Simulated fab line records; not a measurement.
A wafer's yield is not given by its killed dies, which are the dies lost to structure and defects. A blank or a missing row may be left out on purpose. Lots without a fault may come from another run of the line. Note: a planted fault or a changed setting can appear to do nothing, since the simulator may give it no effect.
fab line records	flow sky130
record lots=14	wafers=42	last-day=49
route steps=708 shown PWDE@53 VT_ADJUST_HVTR@142 SONOS_ONO@181 POLY_GATE@205
lots that met no fault: taken from a fault-free run of the same line
start-h: hours from the record's opening day to when the first of the lot's shown wafers began	wait-h: hours elapsed since this lot's preceding step	" identical to the entry in the row above	L1.1+2: a row that stands for several wafers	- no value, or no start given	* or withheld: withheld	< > ~ a bound
route shown NAME@n: names a module that has steps shown in the file, with the first one's number in the route	usual: the fault-free wafers' mean and standard deviation	same: alike in all rows	chamber/n: place in a boat	sites: the reading at each site	_std_site: the standard deviation of these	_edge_site: inner sites' mean taken away from outer sites' mean	radius-mm: how far each site lies from the wafer's centre	mask NAME#n: copy n	behind: the tool/chamber that last shaped the wafer	hold: what put the lot on hold/how long, in hours/how the hold closed	device: transistor that didn't switch, given as n, p or np	end of line: at the end of the route, the tests of the same wafers	step lacking rows: just its recipe	killed: dies that structure and defects cost at the first sort, which is not the same as the wafer's yield	map: a wafer's dies, marking killed ones x, the rest . and places with no die _
set.NAME: the setting that was run; set.NAME@STEP: the one run at that earlier step	model.NAME: the simulator's own value behind a step, which no gauge read
a sample of lots followed through the steps of the route, with each step as a table and each wafer as a row
services: when a tool's chamber went out of use (start-h, in hours from the record's first day, below 0 if earlier), for how many hours, and the reason
## steps
# step SKY_PWDE_IMPLANT_08
# recipe species=B	energy-kev=150	dose-cm2=3.6e+12	tilt-deg=withheld
# usual beam-energy-keV=150.00/0.049	faraday-current-uA=20.3/0.38
lot.wafer	tool	chamber	start-h	wait-h	beam-energy-keV	faraday-current-uA
L226.1	implanter-04	0	68.82	0.0	150.05	20.2
L226.2	"	0	"	"	150.06	20.4
L226.5	"	0	"	"	150.00	19.9
L227.1	implanter-04	0	74.82	0.0	150.04	20.6
L227.2	"	0	"	"	150.00	20.0
L227.4	"	0	"	"	150.03	20.6
L229.1	implanter-04	0	87.82	0.0	150.00	19.6
L229.4	"	0	"	"	149.92	19.9
L229.5	"	0	"	"	150.04	20.5
L230.2	implanter-03	0	90.39	0.0	149.93	20.2
L230.3	"	0	"	"	150.00	21.2
L230.5	"	0	"	"	149.97	20.5
L231.2	implanter-01	0	95.54	0.0	150.00	20.3
L231.4	"	0	"	"	150.03	21.0
L231.6	"	0	"	"	149.94	20.1
L232.1	implanter-01	0	103.96	0.0	149.99	20.1
L232.2	"	0	"	"	149.96	20.6
L232.4	"	0	"	"	149.97	21.1
L233.4	implanter-04	0	109.70	0.1	149.97	19.9
L233.5	"	0	"	"	150.03	20.2
L233.6	"	0	"	"	150.06	20.5
L234.1	implanter-01	0	111.86	0.0	172.21	20.0
L234.2	"	0	"	"	172.18	20.2
L234.6	"	0	"	"	172.28	20.0
L237.3	implanter-04	0	130.42	0.1	150.01	20.8
L237.4	"	0	"	"	149.97	20.3
L237.6	"	0	"	"	150.00	19.6
L238.1	implanter-01	0	134.31	0.0	172.32	20.6
L238.4	"	0	"	"	172.27	19.4
L238.5	"	0	"	"	172.28	20.3
L243.1	implanter-03	0	162.21	0.0	149.97	20.6
L243.3	"	0	"	"	150.11	19.4
L243.4	"	0	"	"	149.97	20.7
L244.1	implanter-04	0	166.61	0.0	150.01	20.4
L244.4	"	0	"	"	149.94	20.6
L244.5	"	0	"	"	150.00	20.3
L245.1	implanter-04	0	175.98	0.0	150.03	20.3
L245.2	"	0	"	"	150.08	20.0
L245.4	"	0	"	"	150.09	20.0
L246.1	implanter-04	0	183.31	0.0	149.99	20.0
L246.4	"	0	"	"	149.99	20.4
L246.5	"	0	"	"	149.98	20.5
# step SKY_VT_ADJUST_HVTR_TW_MEAS_11
# usual VT_ADJUST_HVTR_TW=209.2/1.7
lot.wafer	tool	chamber	start-h	wait-h	VT_ADJUST_HVTR_TW
L226.1	film-metro-01	-	204.63	0.1	209.6
L226.2	"	-	"	"	210.5
L226.5	"	-	"	"	209.1
L227.1	film-metro-01	-	212.92	0.1	210.8
L227.2	"	-	"	"	210.8
L227.4	"	-	"	"	209.7
L229.1	film-metro-02	-	228.12	0.1	206.5
L229.4	"	-	"	"	207.1
L229.5	"	-	"	"	207.2
L230.2	film-metro-03	-	236.01	0.1	209.3
L230.3	"	-	"	"	210.0
L230.5	"	-	"	"	210.2
L231.2	film-metro-02	-	238.11	0.1	207.3
L231.4	"	-	"	"	206.6
L231.6	"	-	"	"	206.3
L232.1	film-metro-02	-	250.10	0.1	207.3
L232.2	"	-	"	"	206.2
L232.4	"	-	"	"	206.9
L233.4	film-metro-03	-	257.16	0.1	211.0
L233.5	"	-	"	"	211.3
L233.6	"	-	"	"	211.0
L234.1	film-metro-01	-	260.80	0.1	210.7
L234.2	"	-	"	"	210.3
L234.6	"	-	"	"	209.5
L237.3	film-metro-02	-	285.80	0.1	208.5
L237.4	"	-	"	"	208.4
L237.6	"	-	"	"	206.7
L238.1	film-metro-02	-	288.50	0.1	207.2
L238.4	"	-	"	"	207.5
L238.5	"	-	"	"	207.7
L243.1	film-metro-02	-	326.95	0.1	207.6
L243.3	"	-	"	"	206.4
L243.4	"	-	"	"	208.2
L244.1	film-metro-03	-	330.48	0.1	210.6
L244.4	"	-	"	"	210.8
L244.5	"	-	"	"	211.1
L245.1	film-metro-02	-	342.77	0.1	206.7
L245.2	"	-	"	"	208.3
L245.4	"	-	"	"	207.8
L246.1	film-metro-03	-	353.38	0.1	210.9
L246.4	"	-	"	"	210.1
L246.5	"	-	"	"	209.2
# step SKY_SONOS_ONO_CD_MEAS_13
# recipe target-cd-nm=410
# usual cd-nm=410.4/2.7
lot.wafer	tool	chamber	start-h	wait-h	cd-nm
L226.1	cd-sem-02	-	280.18	0.1	407.5
L226.2	"	-	"	"	409.9
L226.5	"	-	"	"	409.7
L227.1	cd-sem-01	-	289.93	0.1	404.2
L227.2	"	-	"	"	405.8
L227.4	"	-	"	"	406.6
L229.1	cd-sem-01	-	307.49	0.1	412.2
L229.4	"	-	"	"	414.3
L229.5	"	-	"	"	411.6
L230.2	cd-sem-02	-	315.69	0.1	409.4
L230.3	"	-	"	"	408.2
L230.5	"	-	"	"	409.0
L231.2	cd-sem-01	-	320.66	0.1	412.8
L231.4	"	-	"	"	415.2
L231.6	"	-	"	"	412.6
L232.1	cd-sem-01	-	334.41	0.2	412.2
L232.2	"	-	"	"	412.2
L232.4	"	-	"	"	412.3
L233.4	cd-sem-02	-	341.09	0.1	408.8
L233.5	"	-	"	"	408.8
L233.6	"	-	"	"	408.3
L234.1	cd-sem-02	-	348.08	0.1	410.1
L234.2	"	-	"	"	412.1
L234.6	"	-	"	"	411.4
L237.3	cd-sem-01	-	369.93	0.1	413.7
L237.4	"	-	"	"	413.2
L237.6	"	-	"	"	411.7
L238.1	cd-sem-01	-	373.17	0.1	406.3
L238.4	"	-	"	"	404.4
L238.5	"	-	"	"	405.9
L243.1	cd-sem-02	-	418.32	0.1	408.0
L243.3	"	-	"	"	411.3
L243.4	"	-	"	"	409.9
L244.1	cd-sem-01	-	421.77	0.1	410.3
L244.4	"	-	"	"	410.8
L244.5	"	-	"	"	410.9
L245.1	cd-sem-02	-	436.14	0.1	415.6
L245.2	"	-	"	"	417.2
L245.4	"	-	"	"	414.2
L246.1	cd-sem-02	-	448.14	0.1	406.2
L246.4	"	-	"	"	407.3
L246.5	"	-	"	"	407.6
# step SKY_POLY_GATE_THK_MEAS_01
# recipe reads=poly-Si_of_POLY_GATE_CVD_00
# usual POLY_GATE_CVD_00_THK=180.3/1.4
lot.wafer	tool	chamber	start-h	wait-h	POLY_GATE_CVD_00_THK[nm]
L226.1	film-metro-04	-	311.41	0.0	179.4
L226.2	"	-	"	"	181.0
L226.5	"	-	"	"	179.3
L227.1	film-metro-04	-	320.90	0.0	182.0
L227.2	"	-	"	"	180.7
L227.4	"	-	"	"	179.6
L229.1	film-metro-02	-	341.27	0.0	182.5
L229.4	"	-	"	"	181.2
L229.5	"	-	"	"	180.8
L230.2	film-metro-02	-	347.53	0.0	180.8
L230.3	"	-	"	"	183.9
L230.5	"	-	"	"	182.3
L231.2	film-metro-04	-	356.23	0.0	181.6
L231.4	"	-	"	"	180.4
L231.6	"	-	"	"	181.0
L232.1	film-metro-01	-	367.57	0.0	181.8
L232.2	"	-	"	"	181.7
L232.4	"	-	"	"	181.1
L233.4	film-metro-02	-	375.65	0.0	179.4
L233.5	"	-	"	"	179.2
L233.6	"	-	"	"	179.5
L234.1	film-metro-02	-	380.78	0.0	183.0
L234.2	"	-	"	"	181.6
L234.6	"	-	"	"	180.6
L238.1	film-metro-04	-	409.45	0.0	179.1
L238.4	"	-	"	"	178.6
L238.5	"	-	"	"	179.4
L237.3	film-metro-02	-	409.47	0.0	176.8
L237.4	"	-	"	"	178.5
L237.6	"	-	"	"	179.7
L243.1	film-metro-01	-	454.80	0.0	178.7
L243.3	"	-	"	"	177.3
L243.4	"	-	"	"	179.7
L244.1	film-metro-01	-	460.20	0.0	180.7
L244.4	"	-	"	"	179.5
L244.5	"	-	"	"	179.3
L245.1	film-metro-04	-	472.68	0.0	178.7
L245.2	"	-	"	"	178.3
L245.4	"	-	"	"	180.0
L246.1	film-metro-02	-	483.71	0.0	180.2
L246.4	"	-	"	"	180.5
L246.5	"	-	"	"	180.6
## services
tool	chamber	start-h	hours	kind
implanter-03	-	130.11	0.5	repair
implanter-01	-	140.84	74.8	pm
## key
first-sign step=SKY_PWDE_IMPLANT_08	reading=beam-energy-keV	direction=up	sigmas=99+	usual=*	struck=*
effect none on later readings
met-at SKY_PWDE_IMPLANT_08
struck-lots L234,L238
tester-left-out L234,L238
not-acting-at SKY_VT_ADJUST_HVTR_TW_MEAS_11,SKY_SONOS_ONO_CD_MEAS_13,SKY_POLY_GATE_THK_MEAS_01
onset-between 103.96 111.86
fault kind=process-parameter-drift	tool=implanter-01	chamber=-	onset-h=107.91	steps=SKY_PWDE_IMPLANT_08	channel=energy-kev	offset=*	shape=step	end-h=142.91	acts-in=*	stated=*
# tester-left-out: of these lots the tester's yield and bins aren't shown, on N5 and GAA mostly nor the transistor test; their killed dies are dies lost to structure and defects alone, not to doping, threshold or leakage, so they don't give the yield
